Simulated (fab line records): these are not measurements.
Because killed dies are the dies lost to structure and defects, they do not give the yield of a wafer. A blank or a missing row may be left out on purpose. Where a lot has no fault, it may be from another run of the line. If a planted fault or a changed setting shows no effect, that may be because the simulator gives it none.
The tool behind it: which one? || flow sky130 || 13 lots with 39 wafers sampled at 4 steps, on a route of 708 steps

WHAT THE GAUGES SHOWED, per wafer
SKY_LDD_P_OVL_MEAS_08.
{"lot": "L328", "measured": "day 19 19:28", "on": "overlay-01", "LDD_P_OVL (nm)": "-2.8 -2.3 -1.8"}
{"lot": "L330", "measured": "day 20 10:50", "on": "overlay-01", "LDD_P_OVL (nm)": "-1.1 1.0 0.9"}
{"lot": "L333", "measured": "day 21 20:03", "on": "overlay-02", "LDD_P_OVL (nm)": "0.2 -2.1 -1.4"}
{"lot": "L335", "measured": "day 23 11:49", "on": "overlay-02", "LDD_P_OVL (nm)": "-4.3 -4.0 -2.0"}
{"lot": "L336", "measured": "day 23 16:25", "on": "overlay-01", "LDD_P_OVL (nm)": "0.2 1.1 -0.5"}
{"lot": "L337", "measured": "day 23 19:38", "on": "overlay-02", "LDD_P_OVL (nm)": "0.0 1.3 0.7"}
{"lot": "L339", "measured": "day 24 03:19", "on": "overlay-02", "LDD_P_OVL (nm)": "-2.4 0.1 -1.7"}
{"lot": "L342", "measured": "day 25 01:12", "on": "overlay-02", "LDD_P_OVL (nm)": "0.2 -2.3 1.5"}
{"lot": "L344", "measured": "day 25 17:45", "on": "overlay-02", "LDD_P_OVL (nm)": "1.2 1.0 2.1"}
{"lot": "L346", "measured": "day 26 03:44", "on": "overlay-01", "LDD_P_OVL (nm)": "-1.5 -1.1 -3.5"}
{"lot": "L348", "measured": "day 27 03:30", "on": "overlay-01", "LDD_P_OVL (nm)": "0.7 2.4 3.9"}
{"lot": "L349", "measured": "day 27 08:07", "on": "overlay-01", "LDD_P_OVL (nm)": "-0.4 -0.7 -1.3"}
{"lot": "L350", "measured": "day 27 16:54", "on": "overlay-01", "LDD_P_OVL (nm)": "-0.2 -1.2 -0.2"}

SKY_LDD_HVN_OVL_MEAS_07.
{"lot": "L328", "measured": "day 21 02:30", "on": "overlay-02", "LDD_HVN_OVL (nm)": "1.0 0.7 2.3"}
{"lot": "L330", "measured": "day 21 18:54", "on": "overlay-02", "LDD_HVN_OVL (nm)": "-0.8 1.8 -1.0"}
{"lot": "L333", "measured": "day 23 03:22", "on": "overlay-01", "LDD_HVN_OVL (nm)": "0.8 -0.4 -1.8"}
{"lot": "L335", "measured": "day 24 18:07", "on": "overlay-01", "LDD_HVN_OVL (nm)": "1.4 1.0 0.9"}
{"lot": "L336", "measured": "day 24 22:57", "on": "overlay-02", "LDD_HVN_OVL (nm)": "-0.1 0.7 0.9"}
{"lot": "L337", "measured": "day 25 02:18", "on": "overlay-02", "LDD_HVN_OVL (nm)": "0.6 0.7 -0.4"}
{"lot": "L339", "measured": "day 25 10:03", "on": "overlay-01", "LDD_HVN_OVL (nm)": "-0.3 0.6 -0.1"}
{"lot": "L342", "measured": "day 26 07:11", "on": "overlay-01", "LDD_HVN_OVL (nm)": "-1.6 -0.2 0.2"}
{"lot": "L344", "measured": "day 26 23:42", "on": "overlay-02", "LDD_HVN_OVL (nm)": "0.6 0.8 1.6"}
{"lot": "L346", "measured": "day 27 09:06", "on": "overlay-02", "LDD_HVN_OVL (nm)": "0.7 -0.6 -1.4"}
{"lot": "L348", "measured": "day 28 08:22", "on": "overlay-02", "LDD_HVN_OVL (nm)": "1.4 3.5 1.8"}
{"lot": "L349", "measured": "day 28 13:09", "on": "overlay-01", "LDD_HVN_OVL (nm)": "0.7 2.4 -0.7"}
{"lot": "L350", "measured": "day 28 22:25", "on": "overlay-02", "LDD_HVN_OVL (nm)": "0.9 -0.4 0.8"}

SKY_SD_P_CD_MEAS_07 targets a cd of 380 nm.
{"lot": "L328", "measured": "day 26 08:30", "on": "cd sem-02", "cd nm (nm)": "382.2 381.3 381.3"}
{"lot": "L330", "measured": "day 26 23:55", "on": "cd sem-01", "cd nm (nm)": "383.6 381.6 382.9"}
{"lot": "L333", "measured": "day 28 04:05", "on": "cd sem-02", "cd nm (nm)": "385.4 385.1 384.0"}
{"lot": "L335", "measured": "day 29 18:36", "on": "cd sem-02", "cd nm (nm)": "382.1 380.5 381.9"}
{"lot": "L336", "measured": "day 30 01:07", "on": "cd sem-01", "cd nm (nm)": "377.8 377.5 375.5"}
{"lot": "L337", "measured": "day 30 04:58", "on": "cd sem-02", "cd nm (nm)": "379.4 379.8 379.6"}
{"lot": "L339", "measured": "day 30 09:31", "on": "cd sem-02", "cd nm (nm)": "374.9 375.1 375.8"}
{"lot": "L342", "measured": "day 31 07:26", "on": "cd sem-01", "cd nm (nm)": "377.7 377.0 377.5"}
{"lot": "L348", "measured": "day 33 01:58", "on": "cd sem-02", "cd nm (nm)": "378.2 381.2 379.1"}
{"lot": "L349", "measured": "day 33 05:58", "on": "cd sem-02", "cd nm (nm)": "380.9 381.2 380.6"}
{"lot": "L350", "measured": "day 33 14:39", "on": "cd sem-01", "cd nm (nm)": "379.3 378.2 376.1"}

WHICH TOOL RAN EACH LOT (tool, then ch and the chambers of the sampled wafers, then the start)
{"lot": "L328", "SKY_LDD_LDN_STRIP_12": "plasma asher-03 ch 0,1, day 23 18:04"}
{"lot": "L330", "SKY_LDD_LDN_STRIP_12": "plasma asher-04 ch 0,1, day 24 09:20"}
{"lot": "L333", "SKY_LDD_LDN_STRIP_12": "plasma asher-03 ch 0,1, day 25 16:42"}
{"lot": "L335", "SKY_LDD_LDN_STRIP_12": "plasma asher-02 ch 0,1, day 27 06:47"}
{"lot": "L336", "SKY_LDD_LDN_STRIP_12": "plasma asher-04 ch 0,1, day 27 12:04"}
{"lot": "L337", "SKY_LDD_LDN_STRIP_12": "plasma asher-02 ch 0,1, day 27 15:11"}
{"lot": "L339", "SKY_LDD_LDN_STRIP_12": "plasma asher-04 ch 0,1, day 27 21:31"}
{"lot": "L342", "SKY_LDD_LDN_STRIP_12": "plasma asher-02 ch 0,1, day 28 19:05"}
{"lot": "L344", "SKY_LDD_LDN_STRIP_12": "plasma asher-02 ch 0,1, day 29 10:19"}
{"lot": "L346", "SKY_LDD_LDN_STRIP_12": "plasma asher-04 ch 0,1, day 29 20:14"}
{"lot": "L348", "SKY_LDD_LDN_STRIP_12": "plasma asher-03 ch 0,1, day 30 19:08"}
{"lot": "L349", "SKY_LDD_LDN_STRIP_12": "plasma asher-04 ch 0,1, day 30 23:14"}
{"lot": "L350", "SKY_LDD_LDN_STRIP_12": "plasma asher-02 ch 0,1, day 31 08:46"}
- SKY_LDD_LDN_STRIP_12: strips in O2/N2.

AS READ BY THE TOOLS THEMSELVES (means over the sampled wafers that have a number; for cases with no such wafer, the mark the record gives instead)
SKY_LDD_LDN_STRIP_12.
{"lot": "L328", "tool": "plasma asher-03", "chamber pressure mTorr (mTorr)": 1501.7, "drypump motor current A (A)": 6.0, "n2 flow sccm (sccm)": 299.8, "oes product au (a.u.)": 0.714, "strip time to endpoint s (s)": 14.13}
{"lot": "L330", "tool": "plasma asher-04", "chamber pressure mTorr (mTorr)": 1500.2, "drypump motor current A (A)": 6.2, "n2 flow sccm (sccm)": 300.1, "oes product au (a.u.)": 0.716, "strip time to endpoint s (s)": 14.19}
{"lot": "L333", "tool": "plasma asher-03", "chamber pressure mTorr (mTorr)": 1501.3, "drypump motor current A (A)": 6.0, "n2 flow sccm (sccm)": 300.2, "oes product au (a.u.)": 0.719, "strip time to endpoint s (s)": 14.23}
{"lot": "L335", "tool": "plasma asher-02", "chamber pressure mTorr (mTorr)": 1499.6, "drypump motor current A (A)": 5.6, "n2 flow sccm (sccm)": 299.8, "oes product au (a.u.)": 0.721, "strip time to endpoint s (s)": 14.24}
{"lot": "L336", "tool": "plasma asher-04", "chamber pressure mTorr (mTorr)": 1499.3, "drypump motor current A (A)": 6.2, "n2 flow sccm (sccm)": 300.2, "oes product au (a.u.)": 0.714, "strip time to endpoint s (s)": 14.17}
{"lot": "L337", "tool": "plasma asher-02", "chamber pressure mTorr (mTorr)": 1500.7, "drypump motor current A (A)": 5.6, "n2 flow sccm (sccm)": 299.2, "oes product au (a.u.)": 0.720, "strip time to endpoint s (s)": 14.16}
{"lot": "L339", "tool": "plasma asher-04", "chamber pressure mTorr (mTorr)": 1500.3, "drypump motor current A (A)": 6.2, "n2 flow sccm (sccm)": 299.5, "oes product au (a.u.)": 0.714, "strip time to endpoint s (s)": 14.21}
{"lot": "L342", "tool": "plasma asher-02", "chamber pressure mTorr (mTorr)": 1498.6, "drypump motor current A (A)": 6.1, "n2 flow sccm (sccm)": 300.0, "oes product au (a.u.)": 0.720, "strip time to endpoint s (s)": 14.23}
{"lot": "L344", "tool": "plasma asher-02", "chamber pressure mTorr (mTorr)": "-", "drypump motor current A (A)": "-", "n2 flow sccm (sccm)": "-", "oes product au (a.u.)": "-", "strip time to endpoint s (s)": "-"}
{"lot": "L346", "tool": "plasma asher-04", "chamber pressure mTorr (mTorr)": "-", "drypump motor current A (A)": "-", "n2 flow sccm (sccm)": "-", "oes product au (a.u.)": "-", "strip time to endpoint s (s)": "-"}
{"lot": "L348", "tool": "plasma asher-03", "chamber pressure mTorr (mTorr)": 1500.6, "drypump motor current A (A)": 6.0, "n2 flow sccm (sccm)": 300.1, "oes product au (a.u.)": 0.713, "strip time to endpoint s (s)": 14.16}
{"lot": "L349", "tool": "plasma asher-04", "chamber pressure mTorr (mTorr)": 1500.3, "drypump motor current A (A)": 6.2, "n2 flow sccm (sccm)": 300.0, "oes product au (a.u.)": 0.715, "strip time to endpoint s (s)": 14.21}
{"lot": "L350", "tool": "plasma asher-02", "chamber pressure mTorr (mTorr)": 1499.6, "drypump motor current A (A)": 5.6, "n2 flow sccm (sccm)": 299.5, "oes product au (a.u.)": 0.715, "strip time to endpoint s (s)": 14.14}

THE ANSWER, worked out from the rows above alone
Rule: usual is defined by the lots themselves. Put in order of their means at a reading, lots are off if they are a third of the lots or fewer, leave a main group of 4 or more, and stand apart from it by a gap of 3 or more times the standard deviation of the main group's means; of several such gaps the widest counts. A main group whose means are all the same, to the digits that the tables above print for the reading, isn't used. Also off: a lot with no number at a reading for which 4 or more lots have one. All remaining lots with rows at the step are treated as sound. First the gauges in route order, then the tools' own readings, where a lot's mean is used as printed above. At the first step where some lot is off, the reading lying furthest off is the one used; lots without a number count as furthest.
Off: L344, L346, at SKY_LDD_LDN_STRIP_12 (chamber pressure mTorr). Without a number there: L344, L346. The main group: mean 1500.2 mTorr, standard deviation 0.85.
If a tool, at that step or one of the process steps before it, ran each lot that is off and ran no sound lot following the first of them, it fits. Of those tried, none fits.

WHAT HAD BEEN PUT IN BY THE SIMULATOR
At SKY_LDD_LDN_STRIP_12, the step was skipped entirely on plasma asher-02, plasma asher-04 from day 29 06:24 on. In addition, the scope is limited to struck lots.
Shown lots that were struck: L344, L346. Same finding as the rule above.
